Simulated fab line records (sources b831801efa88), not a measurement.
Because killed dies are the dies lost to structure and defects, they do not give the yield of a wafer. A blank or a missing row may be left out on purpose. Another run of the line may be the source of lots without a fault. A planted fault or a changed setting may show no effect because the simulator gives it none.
Which tool did it? / flow gf180mcu / 12 lots with 36 wafers sampled at 6 steps, on a route of 602 steps

WHAT THE GAUGES READ, wafer by wafer
GF_STI_THK_MEAS_22.
lot=L109; measured=day 2 04:18; on=film_metro-03; STI_OXIDATION_01_THK (nm)=15.6 15.6 15.2
lot=L110; measured=day 2 09:39; on=film_metro-04; STI_OXIDATION_01_THK (nm)=15.5 15.4 15.6
lot=L113; measured=day 3 00:08; on=film_metro-01; STI_OXIDATION_01_THK (nm)=15.0 15.1 15.6
lot=L114; measured=day 3 04:59; on=film_metro-01; STI_OXIDATION_01_THK (nm)=14.9 15.2 15.2
lot=L116; measured=day 3 16:23; on=film_metro-03; STI_OXIDATION_01_THK (nm)=15.3 15.1 15.3
lot=L118; measured=day 4 03:01; on=film_metro-03; STI_OXIDATION_01_THK (nm)=15.2 15.3 15.1
lot=L120; measured=day 4 11:20; on=film_metro-03; STI_OXIDATION_01_THK (nm)=15.3 15.2 14.9
lot=L125; measured=day 5 13:37; on=film_metro-04; STI_OXIDATION_01_THK (nm)=14.5 14.7 14.5
lot=L126; measured=day 5 18:48; on=film_metro-01; STI_OXIDATION_01_THK (nm)=15.1 15.0 15.0
lot=L127; measured=day 5 23:58; on=film_metro-03; STI_OXIDATION_01_THK (nm)=15.2 15.1 15.0
lot=L131; measured=day 6 21:54; on=film_metro-01; STI_OXIDATION_01_THK (nm)=14.8 14.8 14.7
lot=L132; measured=day 7 02:17; on=film_metro-03; STI_OXIDATION_01_THK (nm)=15.0 14.8 14.9

GF_MVPSD_OVL_MEAS_07.
lot=L109; measured=day 5 02:39; on=overlay-01; MVPSD_OVL (nm)=-1.4 0.6 0.1
lot=L110; measured=day 5 06:51; on=overlay-01; MVPSD_OVL (nm)=-2.1 -1.8 -1.5
lot=L113; measured=day 6 00:27; on=overlay-01; MVPSD_OVL (nm)=-0.3 0.5 -2.2
lot=L114; measured=day 6 06:01; on=overlay-01; MVPSD_OVL (nm)=-1.7 -0.4 -0.5
lot=L116; measured=day 6 18:55; on=overlay-02; MVPSD_OVL (nm)=-2.8 -2.5 -0.9
lot=L118; measured=day 7 05:46; on=overlay-02; MVPSD_OVL (nm)=0.3 -1.5 -2.2
lot=L120; measured=day 7 17:34; on=overlay-02; MVPSD_OVL (nm)=-2.3 -1.8 -2.6
lot=L125; measured=day 8 23:36; on=overlay-01; MVPSD_OVL (nm)=-1.4 -3.1 0.3
lot=L126; measured=day 9 05:34; on=overlay-02; MVPSD_OVL (nm)=-1.1 -0.9 -0.5
lot=L127; measured=day 9 13:10; on=overlay-01; MVPSD_OVL (nm)=-2.0 -2.7 -2.2
lot=L131; measured=day 10 12:51; on=overlay-02; MVPSD_OVL (nm)=-0.4 -0.2 -0.1
lot=L132; measured=day 10 18:09; on=overlay-02; MVPSD_OVL (nm)=-1.3 -2.5 -1.3

GF_HV_LDD_TW_MEAS_38.
lot=L109; measured=day 11 15:31; on=film_metro-02; HV_LDD_3_TW=1423 1421 1424
lot=L110; measured=day 11 23:34; on=film_metro-01; HV_LDD_3_TW=1458 1450 1460
lot=L113; measured=day 12 20:43; on=film_metro-04; HV_LDD_3_TW=1451 1442 1449
lot=L114; measured=day 13 06:46; on=film_metro-02; HV_LDD_3_TW=1422 1430 1422
lot=L116; measured=day 13 21:49; on=film_metro-01; HV_LDD_3_TW=1457 1449 1452
lot=L118; measured=day 14 11:07; on=film_metro-04; HV_LDD_3_TW=1453 1452 1447
lot=L120; measured=day 15 11:52; on=film_metro-02; HV_LDD_3_TW=1417 1425 1430
lot=L125; measured=day 16 19:35; on=film_metro-04; HV_LDD_3_TW=1376 1368 1379 1374 1375 1382
lot=L126; measured=day 17 02:10; on=film_metro-02; HV_LDD_3_TW=1356 1352 1360 1351 1354 1352
lot=L127; measured=day 17 12:01; on=film_metro-01; HV_LDD_3_TW=1384 1382 1388 1392 1391 1396
lot=L131; measured=day 18 20:19; on=film_metro-01; HV_LDD_3_TW=1448 1461 1459
lot=L132; measured=day 19 04:36; on=film_metro-01; HV_LDD_3_TW=1448 1436 1454

GF_HV_LDD_RS_MEAS_53: uses a four-point probe to measure.
lot=L109; measured=day 12 10:59; on=film_metro-04; HV_LDD_RS (ohm/sq)=418.6 418.0 418.9
lot=L110; measured=day 12 19:05; on=film_metro-04; HV_LDD_RS (ohm/sq)=418.2 419.4 417.2
lot=L113; measured=day 13 17:53; on=film_metro-04; HV_LDD_RS (ohm/sq)=416.9 417.4 417.1
lot=L114; measured=day 14 04:27; on=film_metro-04; HV_LDD_RS (ohm/sq)=416.8 418.6 416.5
lot=L116; measured=day 14 19:21; on=film_metro-01; HV_LDD_RS (ohm/sq)=417.4 418.8 418.2
lot=L118; measured=day 15 07:59; on=film_metro-04; HV_LDD_RS (ohm/sq)=417.1 416.6 416.4
lot=L120; measured=day 16 10:08; on=film_metro-04; HV_LDD_RS (ohm/sq)=416.5 415.6 415.6
lot=L125; measured=day 17 19:15; on=film_metro-02; HV_LDD_RS (ohm/sq)=429.5 428.1 428.2 430.3 428.5 428.9
lot=L126; measured=day 18 02:05; on=film_metro-02; HV_LDD_RS (ohm/sq)=428.9 428.7 427.1 428.4 427.3 427.3
lot=L127; measured=day 18 11:28; on=film_metro-02; HV_LDD_RS (ohm/sq)=429.7 427.8 429.7 429.3 429.4 428.6
lot=L131; measured=day 19 21:11; on=film_metro-04; HV_LDD_RS (ohm/sq)=417.2 416.5 417.1
lot=L132; measured=day 20 04:47; on=film_metro-04; HV_LDD_RS (ohm/sq)=418.5 418.4 416.9

GF_NSD_TW_MEAS_12.
lot=L109; measured=day 13 10:07; on=film_metro-03; NSD_TW=4226 4239 4251
lot=L110; measured=day 13 18:46; on=film_metro-03; NSD_TW=4242 4267 4215
lot=L113; measured=day 14 18:40; on=film_metro-03; NSD_TW=4229 4244 4224
lot=L114; measured=day 15 04:49; on=film_metro-03; NSD_TW=4236 4225 4220
lot=L116; measured=day 15 19:43; on=film_metro-04; NSD_TW=4279 4269 4263
lot=L118; measured=day 16 09:18; on=film_metro-02; NSD_TW=4181 4192 4202
lot=L120; measured=day 17 12:18; on=film_metro-02; NSD_TW=4190 4204 4225
lot=L125; measured=day 18 22:22; on=film_metro-04; NSD_TW=4253 4257 4258
lot=L126; measured=day 19 04:48; on=film_metro-03; NSD_TW=4237 4234 4245
lot=L127; measured=day 19 14:53; on=film_metro-03; NSD_TW=4242 4250 4233
lot=L131; measured=day 21 00:06; on=film_metro-03; NSD_TW=4239 4237 4240
lot=L132; measured=day 21 08:03; on=film_metro-04; NSD_TW=4233 4239 4231

TOOL THAT RAN EACH LOT (tool first, then ch and the chambers of the sampled wafers, then the start)
lot=L109; GF_HV_LDD_IMPLANT_35=implanter-01 ch 0, day 11 15:07
lot=L110; GF_HV_LDD_IMPLANT_35=implanter-03 ch 0, day 11 23:10
lot=L113; GF_HV_LDD_IMPLANT_35=implanter-03 ch 0, day 12 20:19
lot=L114; GF_HV_LDD_IMPLANT_35=implanter-01 ch 0, day 13 06:23
lot=L116; GF_HV_LDD_IMPLANT_35=implanter-01 ch 0, day 13 21:26
lot=L118; GF_HV_LDD_IMPLANT_35=implanter-04 ch 0, day 14 10:44
lot=L120; GF_HV_LDD_IMPLANT_35=implanter-04 ch 0, day 15 11:28
lot=L125; GF_HV_LDD_IMPLANT_35=implanter-04 ch 0, day 16 19:11
lot=L126; GF_HV_LDD_IMPLANT_35=implanter-04 ch 0, day 17 01:46
lot=L127; GF_HV_LDD_IMPLANT_35=implanter-04 ch 0, day 17 11:38
lot=L131; GF_HV_LDD_IMPLANT_35=implanter-01 ch 0, day 18 19:55
lot=L132; GF_HV_LDD_IMPLANT_35=implanter-03 ch 0, day 19 04:12
- GF_HV_LDD_IMPLANT_35

WHAT THE TOOLS THEMSELVES READ (means of the sampled wafers that have a number; where no wafer has one, the mark that the record gives instead)
GF_HV_LDD_IMPLANT_35.
lot=L109; tool=implanter-01; beam_on_s (s)=10.03; dose_ions_cm2=7.5e+12; faraday_current_uA=42.2; rotation_deg (degrees)=180.03
lot=L110; tool=implanter-03; beam_on_s (s)=10.04; dose_ions_cm2=7.5e+12; faraday_current_uA=42.0; rotation_deg (degrees)=180.00
lot=L113; tool=implanter-03; beam_on_s (s)=10.08; dose_ions_cm2=7.5e+12; faraday_current_uA=41.9; rotation_deg (degrees)=180.00
lot=L114; tool=implanter-01; beam_on_s (s)=10.15; dose_ions_cm2=7.5e+12; faraday_current_uA=41.6; rotation_deg (degrees)=180.03
lot=L116; tool=implanter-01; beam_on_s (s)=10.07; dose_ions_cm2=7.5e+12; faraday_current_uA=42.0; rotation_deg (degrees)=180.01
lot=L118; tool=implanter-04; beam_on_s (s)=10.10; dose_ions_cm2=7.5e+12; faraday_current_uA=42.0; rotation_deg (degrees)=180.03
lot=L120; tool=implanter-04; beam_on_s (s)=10.05; dose_ions_cm2=7.5e+12; faraday_current_uA=42.1; rotation_deg (degrees)=179.98
lot=L125; tool=implanter-04; beam_on_s (s)=10.02; dose_ions_cm2=3.1e+12; faraday_current_uA=17.5; rotation_deg (degrees)=180.04
lot=L126; tool=implanter-04; beam_on_s (s)=10.23; dose_ions_cm2=3.1e+12; faraday_current_uA=17.0; rotation_deg (degrees)=180.00
lot=L127; tool=implanter-04; beam_on_s (s)=9.84; dose_ions_cm2=3.1e+12; faraday_current_uA=17.7; rotation_deg (degrees)=180.02
lot=L131; tool=implanter-01; beam_on_s (s)=9.79; dose_ions_cm2=7.5e+12; faraday_current_uA=43.1; rotation_deg (degrees)=179.98
lot=L132; tool=implanter-03; beam_on_s (s)=10.01; dose_ions_cm2=7.5e+12; faraday_current_uA=42.3; rotation_deg (degrees)=180.01

THE ANSWER, worked out from the rows above alone
Rule: what is usual is taken from the lots themselves. Put in order of their means at a reading, lots are off if they are a third of the lots or fewer, leave a main group of 4 or more, and stand apart from it by a gap of 3 or more times the standard deviation of the main group's means; of several such gaps the widest counts. The tables above print the reading to a certain number of digits; a main group whose means all agree to those digits is not used. A lot without any number at a reading at which 4 lots or more have one is off too. Any other lot the step has rows for is counted as sound. First the gauges in route order, then the tools' own readings, where a lot's mean is used as printed above. The first step at which some lot is off is used, and at that step the reading that is off furthest; a lot without a number counts as furthest.
Off: at GF_HV_LDD_RS_MEAS_53 (HV_LDD_RS), L125, L126, L127. The main group has a mean of 417.4 ohm/sq with a standard deviation of 0.8.
If a tool, at a process step before that reading, ran all the lots that are off and no sound lot after the first of them, it fits. The gauges at GF_HV_LDD_RS_MEAS_53 aren't tried: what is off there is off at GF_HV_LDD_IMPLANT_35 too, on other tools, and a gauge's error can't cause that. One candidate fits, namely implanter-04 at GF_HV_LDD_IMPLANT_35. A fault onset in the window from L120 (day 15 11:28, its last sound lot) to L125 (day 16 19:11, its first lot off) fits.
The tool's own readings at GF_HV_LDD_IMPLANT_35 bear it out: on the lots that are off they differ by more than 5 times the standard deviation of the sound lots' means. dose_ions_cm2 reads 3.1e+12 there against 7.5e+12 on the sound lots; faraday_current_uA reads 17.4 there against 42.1 on the sound lots.

WHAT THE SIMULATOR PUT IN
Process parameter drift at GF_HV_LDD_IMPLANT_35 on implanter-04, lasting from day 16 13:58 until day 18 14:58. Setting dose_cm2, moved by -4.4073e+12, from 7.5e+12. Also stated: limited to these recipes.
Shown lots that were struck: L125, L126, L127. The rule above reached the same finding.
